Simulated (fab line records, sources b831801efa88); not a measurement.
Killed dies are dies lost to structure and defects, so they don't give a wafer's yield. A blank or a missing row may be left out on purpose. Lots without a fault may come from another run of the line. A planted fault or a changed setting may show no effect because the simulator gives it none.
Problem report in the 8D (eight disciplines) form, filled by code | flow gf180mcu | the parts of the form that need people (team, actions taken, sign-off) are left out

1. THE PROBLEM
V3_W_RS at GF_V3_RS_MEAS_24 reads a mean of 0.454 ohm/sq on 6 wafers of 2 lots; wafers without a fault read 0.326 ohm/sq with a standard deviation of 0.0033. That is +39 standard deviations from the usual mean.
The step: measures by four-point-probe.
First seen on wafer L950.4, day 25 13:29, on film_metro-03. The record holds 33 wafers of 11 lots with a number at this step. Rule for "out", or "out of limits": more than 4 standard deviations from the usual mean. The other wafers with a number count as sound.

2. WHAT IT IS AND WHAT IT IS NOT
question                    | is                           | is not
which readings at this step | V3_W_RS                      | -
which lots                  | L950, L953                   | L941, L942, L944, L946, L947, L956, L959, L961, L962
which wafers of those lots  | all that have a number       | -
read on which gauges        | film_metro-02, film_metro-03 | film_metro-04
when                        | from day 25 13:29            | up to then (15 sound wafers); but 12 sound wafers of L956, L959, L961, L962 came after

3. SUSPECTS, AND WHAT RULES EACH OUT
Counting: a tool at a process step up to the reading stays a suspect if it ran every lot that is out and no sound lot after the first of them.
- the gauge at GF_V3_RS_MEAS_24: ruled out. The wafers that are out were read on 2 gauges (film_metro-02, film_metro-03).
- cvd_w-01 at GF_V3_CVD_23 (deposits W, target thk 350 nm, time 104.9 s): kept. It ran every lot that is out, first L950 (day 25 13:22), and no sound lot after that; its last sound lot up to then is L947 (day 24 16:47).
Left after counting: cvd_w-01 at GF_V3_CVD_23.

4. THE CAUSE (what the simulator had put in)
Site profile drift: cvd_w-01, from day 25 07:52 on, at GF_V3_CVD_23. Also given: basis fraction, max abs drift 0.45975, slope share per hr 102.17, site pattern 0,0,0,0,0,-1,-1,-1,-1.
Counting left only this tool.

5. THE CHAIN OF EFFECTS, in route order
Each row: a reading whose mean over the struck wafers that have a number lies more than 3 standard deviations from the usual. Only readings for which the record gives a usual standard deviation are gone through. hours: the time from each lot's start at the first step in this table that gives one to its start at this step, as a median over the lots. sigmas: the change in usual standard deviations.
hours | step              | reading  | usual        | on struck wafers | change | sigmas
0     | GF_V3_RS_MEAS_24  | V3_W_RS  | 0.326 ohm/sq | 0.454            | +0.128 | +39
4     | GF_V3_THK_MEAS_25 | V3_W_THK | 348 nm       | 279              | -69    | -15
Later measuring or inspecting steps at which every struck wafer that the step has a row for has a number for every such reading, and none has moved that far: GF_M4_RS_MEAS_05.

6. WHAT WOULD HAVE CAUGHT IT SOONER
In this record the first reading out of limits at a measuring or inspecting step was taken at day 25 13:29, 6 hours after the fault began at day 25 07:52.
Of the tool readings at GF_V3_CVD_23 for which the record gives a usual standard deviation, none was out on any struck wafer, so an alarm limit of 4 standard deviations on them would not have fired.
Of the lots that are out (2), L953 began GF_V3_CVD_23 on cvd_w-01 after day 25 13:29. A hold on the tool at that time would have spared it.
